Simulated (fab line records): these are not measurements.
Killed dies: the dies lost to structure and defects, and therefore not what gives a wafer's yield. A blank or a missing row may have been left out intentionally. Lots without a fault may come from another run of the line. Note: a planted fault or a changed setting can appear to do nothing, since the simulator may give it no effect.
One fault seen from 2 desks || flow sfq_line || each desk holds nothing but its own numbers, with what lay behind them at the end

== DESK OF THE TOOL OWNER: rie_metal-01 ==
The tool's own readings at SFQ_TRILAYER_M6_ETCH_METAL_ETCH_162 (etches Nb in Cl2/Ar, stops on SiO2, target depth 240 nm, time 120 s): means of the sampled wafers that have a number, for each lot that ran on this tool. If a lot's mean is further than 4 standard deviations from the usual mean, the lot is out of limits and carries the mark OUT (the distance appears in the brackets).
Columns: A = chamber_pressure_mTorr at SFQ_TRILAYER_M6_ETCH_METAL_ETCH_162, usual 10.000 mTorr; B = drypump_motor_current_A at SFQ_TRILAYER_M6_ETCH_METAL_ETCH_162, usual 5.4 A; C = he_backside_leak_sccm at SFQ_TRILAYER_M6_ETCH_METAL_ETCH_162, usual 3.6 sccm; D = oes_product_au at SFQ_TRILAYER_M6_ETCH_METAL_ETCH_162, usual 0.893 a.u.
{"lot": "L718", "first seen here": "day 75 12:11", "A": 9.998, "B": 5.5, "C": 3.7, "D": 0.899}
{"lot": "L723", "first seen here": "day 75 21:41", "A": 10.000, "B": 5.6, "C": 3.9, "D": 0.892}
{"lot": "L735", "first seen here": "day 79 18:43", "A": 9.992, "B": 5.3, "C": 3.6, "D": 0.893}
This desk found nothing out of limits on any of the 3 lots.

== THE METROLOGY DESK ==
What the gauges read for every lot (on any tool): the sampled wafers with a number, averaged. If a lot's mean is further than 4 standard deviations from the usual mean, the lot is out of limits and carries the mark OUT (the distance appears in the brackets).
Columns: A = M6_NB_RS at SFQ_M6_RS_MEAS_938, usual 0.893 ohm/sq; B = M6_OVL at SFQ_M6_OVL_MEAS_940, usual 5 nm
{"lot": "L716", "first seen here": "day 72 20:11", "A": 0.887, "B": 2}
{"lot": "L718", "first seen here": "day 74 05:38", "A": 0.886, "B": 6}
{"lot": "L723", "first seen here": "day 75 19:09", "A": 0.896, "B": 3}
{"lot": "L735", "first seen here": "day 79 02:54", "A": 0.888, "B": 4}
{"lot": "L737", "first seen here": "day 79 11:10", "A": 0.906, "B": -1}
This desk found nothing out of limits on any of the 5 lots.

== ALL TOGETHER ==
The desk of the tool owner found nothing out of limits.
The metrology desk saw nothing out of limits.

== WHAT THE SIMULATOR HAD PUT IN ==
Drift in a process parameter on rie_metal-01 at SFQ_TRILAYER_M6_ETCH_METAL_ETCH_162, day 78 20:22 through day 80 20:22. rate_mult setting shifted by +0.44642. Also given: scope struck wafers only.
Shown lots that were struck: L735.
